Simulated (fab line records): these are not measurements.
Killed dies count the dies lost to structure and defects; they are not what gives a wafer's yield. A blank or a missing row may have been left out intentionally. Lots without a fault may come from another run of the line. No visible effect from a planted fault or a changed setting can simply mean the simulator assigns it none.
Which tool is to blame? -- flow sky130 -- 14 lots, 42 wafers sampled, at 4 steps of a route of 708

== WHAT THE GAUGES READ, wafer by wafer ==
SKY_VT_ADJUST_HVTP_TW_MEAS_11.
lot,measured,on,VT_ADJUST_HVTP_TW
L479,day 6 12:19,film metro-04,1365 1359 1357
L482,day 7 00:39,film metro-03,1343 1346 1342
L480,day 7 01:37,film metro-04,1346 1350 1352
L484,day 7 05:36,film metro-03,1331 1343 1334
L486,day 7 23:19,film metro-04,1356 1350 1361
L487,day 8 08:27,film metro-04,1361 1369 1365
L490,day 8 20:46,film metro-01,1390 1394 1381
L489,day 8 21:55,film metro-03,1344 1342 1346
L493,day 9 17:30,film metro-01,1373 1374 1373
L495,day 10 12:16,film metro-01,1378 1379 1383
L496,day 10 15:00,film metro-01,1384 1381 1383
L498,day 11 04:09,film metro-01,1389 1382 1379
L499,day 11 07:27,film metro-04,1365 1372 1357
L501,day 11 21:18,film metro-04,1369 1362 1361

SKY_SONOS_TUNNEL_OVL_MEAS_08.
lot,measured,on,SONOS_TUNNEL_OVL (nm)
L479,day 11 19:31,overlay-01,2.3 -1.2 2.0
L482,day 12 11:22,overlay-02,1.0 2.5 0.5
L480,day 12 13:19,overlay-01,-0.5 0.2 -0.6
L484,day 12 17:37,overlay-01,-0.6 1.0 0.4
L486,day 13 18:38,overlay-02,- - -
L487,day 14 00:56,overlay-01,- - -
L490,day 14 19:46,overlay-01,1.4 0.5 1.4
L489,day 14 21:19,overlay-01,2.7 1.4 1.7
L493,day 15 20:49,overlay-02,0.1 0.4 0.0
L495,day 16 21:31,overlay-01,-0.5 0.0 2.2
L496,day 17 00:16,overlay-01,2.0 3.0 2.2
L498,day 17 18:46,overlay-01,0.7 1.7 -0.7
L499,day 17 22:28,overlay-01,1.0 1.3 1.1
L501,day 18 13:16,overlay-02,-0.6 -0.3 1.4

SKY_SONOS_TUNNEL_TW_MEAS_12.
lot,measured,on,SONOS_TUNNEL_TW
L479,day 11 19:58,film metro-01,201.0 201.1 199.6
L482,day 12 11:55,film metro-02,192.9 193.7 194.9
L480,day 12 13:57,film metro-02,194.3 193.7 195.0
L484,day 12 18:09,film metro-01,202.3 201.9 202.0
L486,day 13 19:05,film metro-02,194.1 194.7 194.7
L487,day 14 01:23,film metro-03,195.9 195.4 194.8
L490,day 14 20:14,film metro-03,195.4 195.2 195.5
L489,day 14 21:46,film metro-02,195.9 194.1 193.8
L493,day 15 21:16,film metro-03,193.9 193.4 193.1
L495,day 16 21:59,film metro-02,192.4 193.4 193.7
L496,day 17 00:43,film metro-01,201.6 200.4 201.2
L498,day 17 19:14,film metro-02,192.6 193.7 193.1
L499,day 17 22:55,film metro-03,194.9 194.2 194.2
L501,day 18 13:43,film metro-03,194.8 194.0 195.9

== EACH LOT AND THE TOOL THAT RAN IT (in order: tool; ch and the chambers of the sampled wafers; start) ==
lot,SKY_SONOS_TUNNEL_EXPOSE_04
L479,"iline stepper-02 ch 0, day 11 07:40"
L482,"iline stepper-02 ch 0, day 11 23:22"
L480,"iline stepper-02 ch 0, day 12 00:29"
L484,"iline stepper-01 ch 0, day 12 05:19"
L486,"iline stepper-01, day 13 05:31"
L487,"iline stepper-01, day 13 12:21"
L490,"iline stepper-01 ch 0, day 14 06:14"
L489,"iline stepper-01 ch 0, day 14 07:52"
L493,"iline stepper-01 ch 0, day 15 08:19"
L495,"iline stepper-01 ch 0, day 16 08:38"
L496,"iline stepper-01 ch 0, day 16 10:32"
L498,"iline stepper-01 ch 0, day 17 03:53"
L499,"iline stepper-01 ch 0, day 17 07:41"
L501,"iline stepper-02 ch 0, day 17 22:56"
- SKY_SONOS_TUNNEL_EXPOSE_04: exposes mask TUNM, target cd 410 nm.

== AS READ BY THE TOOLS THEMSELVES (means over the sampled wafers that have a number; for cases with no such wafer, the mark the record gives instead) ==
SKY_SONOS_TUNNEL_EXPOSE_04.
lot,tool,exposure dose mJ cm2,focus offset nm (nm)
L479,iline stepper-02,136.00,0.3
L482,iline stepper-02,135.89,0.5
L480,iline stepper-02,136.00,-0.4
L484,iline stepper-01,135.81,-0.3
L486,iline stepper-01,-,-
L487,iline stepper-01,-,-
L490,iline stepper-01,136.00,0.1
L489,iline stepper-01,135.69,0.3
L493,iline stepper-01,135.85,-0.5
L495,iline stepper-01,136.05,-0.1
L496,iline stepper-01,135.93,0.1
L498,iline stepper-01,135.93,0.4
L499,iline stepper-01,135.88,0.4
L501,iline stepper-02,136.11,0.1

== THE ANSWER, worked out from the rows above alone ==
Rule: the lots themselves supply what counts as usual. The widest of any qualifying gaps counts: lots, ordered by their means at a reading, are off when they make up no more than a third of the lots, leave a main group of 4 or more, and stand apart from it by 3 or more times the standard deviation of that group's means. A main group is skipped when, at the precision printed for the reading in the tables above, its means are all equal. A lot without any number at a reading at which 4 lots or more have one is off too. All remaining lots with rows at the step are treated as sound. Order of review: gauges by route order, followed by the tools' own readings, for which a lot's mean as printed above is used. The first step at which some lot is off is used, and at that step the reading that is off furthest; a lot without a number counts as furthest.
Off: L486, L487, seen at SKY_SONOS_TUNNEL_OVL_MEAS_08 (SONOS_TUNNEL_OVL). Without a number there: L486, L487. Mean 0.9 nm and standard deviation 0.75 in the main group.
If a tool, at a process step before that reading, ran all the lots that are off and no sound lot after the first of them, it fits. The gauges at SKY_SONOS_TUNNEL_OVL_MEAS_08 aren't tried: what is off there is off at SKY_SONOS_TUNNEL_EXPOSE_04 too, on other tools, and a gauge's error can't cause that. Of those tried, none fits.

== WHAT THE SIMULATOR HAD PUT IN ==
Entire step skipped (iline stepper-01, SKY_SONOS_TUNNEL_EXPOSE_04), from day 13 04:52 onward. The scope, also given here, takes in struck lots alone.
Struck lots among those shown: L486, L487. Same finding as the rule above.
